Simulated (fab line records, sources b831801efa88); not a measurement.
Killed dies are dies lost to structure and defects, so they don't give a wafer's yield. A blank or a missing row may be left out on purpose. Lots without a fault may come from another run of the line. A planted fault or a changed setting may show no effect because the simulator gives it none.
Which tool did it? | flow sky130 | 12 lots, 36 wafers sampled, at 3 steps of a route of 708

WHAT THE GAUGES READ, wafer by wafer
SKY_VIA3_CD_MEAS_12: target cd 200 nm. Usual: cd_nm 199.9 nm, standard deviation 1.6.
lot  | measured     | on        | cd_nm (nm)        | flag
L478 | day 39 07:02 | cd_sem-01 | 202.7 203.0 203.5 |
L480 | day 40 08:58 | cd_sem-02 | 200.3 201.1 199.7 |
L481 | day 40 15:50 | cd_sem-01 | 200.0 198.5 201.0 |
L482 | day 40 22:44 | cd_sem-01 | 201.3 200.8 202.0 |
L483 | day 41 06:56 | cd_sem-02 | 199.2 199.8 200.5 |
L484 | day 41 13:43 | cd_sem-02 | 200.7 199.0 200.9 |
L485 | day 42 03:32 | cd_sem-01 | 197.5 198.1 198.9 |
L488 | day 42 22:56 | cd_sem-02 | 200.7 202.0 200.8 |
L489 | day 43 00:52 | cd_sem-01 | 199.8 199.3 200.4 |
L490 | day 43 10:02 | cd_sem-01 | 198.2 198.8 199.5 |
L491 | day 43 17:23 | cd_sem-01 | 197.9 198.2 199.6 |
L496 | day 44 20:28 | cd_sem-01 | 200.1 200.3 199.0 |

WHICH TOOL RAN EACH LOT (tool, then ch and the chambers of the sampled wafers, then the start)
lot  | SKY_CAPM_METAL_ETCH_13            | SKY_METAL3_DESCUM_15
L478 | rie_metal-02 ch 0,1, day 37 02:23 | rie_metal-04 ch 1, day 38 04:58
L480 | rie_metal-02 ch 0,1, day 38 05:10 | rie_metal-01 ch 0, day 39 07:19
L481 | rie_metal-01 ch 0,1, day 38 12:28 | rie_metal-03 ch 1, day 39 14:22
L482 | rie_metal-02 ch 0,1, day 38 19:16 | rie_metal-04 ch 0,1, day 39 21:04
L483 | rie_metal-01 ch 0,1, day 39 04:56 | rie_metal-03 ch 0,1, day 40 05:47
L484 | rie_metal-04 ch 0,1, day 39 12:11 | rie_metal-04 ch 0,1, day 40 12:37
L485 | rie_metal-01 ch 0,1, day 40 00:54 | rie_metal-03 ch 0,1, day 41 01:46
L488 | rie_metal-01 ch 0,1, day 40 22:16 | rie_metal-04 ch 0,1, day 41 22:43
L489 | rie_metal-02 ch 0,1, day 40 23:40 | rie_metal-04 ch 0,1, day 42 00:28
L490 | rie_metal-01 ch 0,1, day 41 08:35 | rie_metal-04 ch 0,1, day 42 09:29
L491 | rie_metal-04 ch 0,1, day 41 16:11 | rie_metal-04 ch 0,1, day 42 16:23
L496 | rie_metal-02 ch 0,1, day 42 22:01 | rie_metal-03 ch 0,1, day 43 20:53
- SKY_CAPM_METAL_ETCH_13: etches TiN in Cl2/BCl3, stops on SiO2, target depth 220 nm, time 62.9 s.
- SKY_METAL3_DESCUM_15: chemistry O2, time 8 s.

WHAT THE TOOLS THEMSELVES READ (means of the sampled wafers that have a number; where no wafer has one, the mark that the record gives instead)
SKY_CAPM_METAL_ETCH_13. Usual: drypump_motor_current_A 5.9 A, standard deviation 0.46; oes_product_au 0.942 a.u., standard deviation 0.0074; throttle_valve_pct 21.901 %, standard deviation 0.01.
lot  | tool         | drypump_motor_current_A (A) | oes_product_au (a.u.) | throttle_valve_pct (%) | flag
L478 | rie_metal-02 | 5.5                         | 0.946                 | 21.896                 |
L480 | rie_metal-02 | 5.5                         | 0.941                 | 21.899                 |
L481 | rie_metal-01 | 6.4                         | 0.945                 | 21.901                 |
L482 | rie_metal-02 | 5.4                         | 0.947                 | 21.900                 |
L483 | rie_metal-01 | 6.4                         | 0.929                 | 21.902                 |
L484 | rie_metal-04 | 6.1                         | 0.946                 | 21.903                 |
L485 | rie_metal-01 | 6.2                         | 0.937                 | 21.900                 |
L488 | rie_metal-01 | 6.2                         | 0.944                 | 21.908                 |
L489 | rie_metal-02 | 5.4                         | 0.932                 | 21.902                 |
L490 | rie_metal-01 | 6.4                         | 0.935                 | 21.915                 |
L491 | rie_metal-04 | 5.8                         | 0.939                 | 21.890                 |
L496 | rie_metal-02 | 5.4                         | 0.947                 | 21.901                 |

SKY_METAL3_DESCUM_15. Usual: drypump_motor_current_A 6.0 A, standard deviation 0.39; oes_product_au 1.007 a.u., standard deviation 0.018.
lot  | tool         | drypump_motor_current_A (A) | oes_product_au (a.u.) | flag
L478 | rie_metal-04 | 6.4                         | 1.021                 |
L480 | rie_metal-01 | 6.1                         | 0.988                 |
L481 | rie_metal-03 | 6.2                         | 0.994                 |
L482 | rie_metal-04 | 5.8                         | 1.027                 |
L483 | rie_metal-03 | 6.0                         | 0.998                 |
L484 | rie_metal-04 | 5.8                         | 1.028                 |
L485 | rie_metal-03 | 6.0                         | 0.988                 |
L488 | rie_metal-04 | 6.1                         | 1.016                 |
L489 | rie_metal-04 | 5.8                         | 1.021                 |
L490 | rie_metal-04 | 5.8                         | 1.025                 |
L491 | rie_metal-04 | 5.8                         | 1.022                 |
L496 | rie_metal-03 | 6.0                         | 0.999                 |

THE ANSWER, worked out from the rows above alone
Rule: a lot is off if the mean of its wafers that have a number lies more than 3 standard deviations from the usual mean. A lot without any number at a reading at which 4 lots or more have one is off too. The other lots that the step has rows for count as sound. The gauges are gone through in route order, then the tools' own readings, and for those a lot's mean is taken as printed above. The first step at which some lot is off is used, and at that step the reading that is off furthest; a lot without a number counts as furthest.
No lot is off at any reading shown: from this, nothing can be told.

WHAT THE SIMULATOR HAD PUT IN
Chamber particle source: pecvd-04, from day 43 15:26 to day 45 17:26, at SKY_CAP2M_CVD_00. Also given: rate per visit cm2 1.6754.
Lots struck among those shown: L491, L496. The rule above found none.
